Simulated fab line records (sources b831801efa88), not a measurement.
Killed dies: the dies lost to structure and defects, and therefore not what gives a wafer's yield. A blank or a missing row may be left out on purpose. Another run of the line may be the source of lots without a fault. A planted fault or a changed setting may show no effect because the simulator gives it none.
The same fault as seen by 2 desks || flow sky130 || numbers are kept per desk, each desk with only its own; the story behind them comes last

== TOOL OWNER'S DESK, implanter-04 ==
SKY_LDD_LDN_IMPLANT_10, tool's own readings: per-lot mean of the sampled wafers with a number, covering each lot this tool ran. Marked OUT: a lot whose mean sits more than 4 standard deviations from the usual mean, which makes it out of limits; the brackets give that distance.
Columns: A = beam energy keV at SKY_LDD_LDN_IMPLANT_10, usual 15.001; B = dose ions cm2 at SKY_LDD_LDN_IMPLANT_10, usual 1.2497e+13; C = faraday current uA at SKY_LDD_LDN_IMPLANT_10, usual 70.5
{"lot": "L322", "first seen here": "day 23 00:32", "A": 15.002, "B": 1.2507e+13, "C": 69.9}
{"lot": "L330", "first seen here": "day 25 15:13", "A": 15.001, "B": 1.2504e+13, "C": 71.1}
{"lot": "L332", "first seen here": "day 26 17:19", "A": 15.002, "B": 1.2509e+13, "C": 72.0}
{"lot": "L333", "first seen here": "day 26 19:10", "A": 14.990, "B": 1.2514e+13, "C": 68.9}
{"lot": "L334", "first seen here": "day 27 11:42", "A": 15.001, "B": "1.2537e+12 (-99 or more) OUT", "C": "7.1 (-42) OUT"}
{"lot": "L336", "first seen here": "day 27 23:59", "A": 15.000, "B": "1.2610e+12 (-99 or more) OUT", "C": "7.0 (-42) OUT"}
This desk's verdict: out of limits on L334, L336, starting with L334 at day 27 11:42 (dose ions cm2 at SKY_LDD_LDN_IMPLANT_10). L322, L330, L332, L333 stayed within limits.

== THE METROLOGY DESK ==
What the gauges read for every lot (on any tool): the sampled wafers with a number, averaged. Marked OUT: a lot whose mean sits more than 4 standard deviations from the usual mean, which makes it out of limits; the brackets give that distance.
Columns: A = LDD_N_TW at SKY_LDD_N_TW_MEAS_17, usual 2573; B = LDD_HVN_OVL at SKY_LDD_HVN_OVL_MEAS_07, usual 0.0 nm; C = LDD_LDN_TW at SKY_LDD_LDN_TW_MEAS_13, usual 1480
{"lot": "L322", "first seen here": "day 17 23:35", "A": 2593, "B": 1.5, "C": 1477}
{"lot": "L324", "first seen here": "day 18 13:20", "A": 2581, "B": 0.5, "C": 1470}
{"lot": "L326", "first seen here": "day 19 03:46", "A": 2559, "B": 1.1, "C": 1465}
{"lot": "L328", "first seen here": "day 19 22:34", "A": 2563, "B": 0.3, "C": 1472}
{"lot": "L330", "first seen here": "day 20 13:22", "A": 2547, "B": 0.3, "C": 1472}
{"lot": "L331", "first seen here": "day 21 04:43", "A": 2568, "B": -0.2, "C": 1481}
{"lot": "L332", "first seen here": "day 21 16:33", "A": 2579, "B": -1.3, "C": 1487}
{"lot": "L333", "first seen here": "day 21 19:09", "A": 2603, "B": 1.9, "C": 1485}
{"lot": "L334", "first seen here": "day 22 13:43", "A": 2597, "B": -0.0, "C": "1372 (-9.8) OUT"}
{"lot": "L336", "first seen here": "day 23 02:59", "A": 2582, "B": 0.7, "C": "1383 (-8.8) OUT"}
{"lot": "L344", "first seen here": "day 25 16:13", "A": 2584, "B": -0.4, "C": 1486}
{"lot": "L345", "first seen here": "day 25 20:29", "A": 2535, "B": -0.2, "C": 1465}
This desk finds L334, L336 out of limits, with the earliest case on L334 at day 27 12:06 (LDD_LDN_TW at SKY_LDD_LDN_TW_MEAS_13). L322, L324, L326, L328, L330, L331, L332, L333, L344, L345 stayed within limits.

== ALL TOGETHER ==
On L334, L336, at day 27 11:42, an alarm was possible from the tool owner's desk.
An alarm was possible from the metrology desk at day 27 12:06, on L334, L336.
Every lot named ran SKY_LDD_LDN_IMPLANT_10 on implanter-04.

== WHAT THE SIMULATOR HAD INSERTED ==
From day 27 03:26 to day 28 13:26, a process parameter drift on implanter-04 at SKY_LDD_LDN_IMPLANT_10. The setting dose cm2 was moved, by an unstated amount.
Struck lots among those shown: L334, L336.
Time in hours from fault onset to the first out-of-limits reading at each desk: tool owner's desk 8, metrology desk 9.
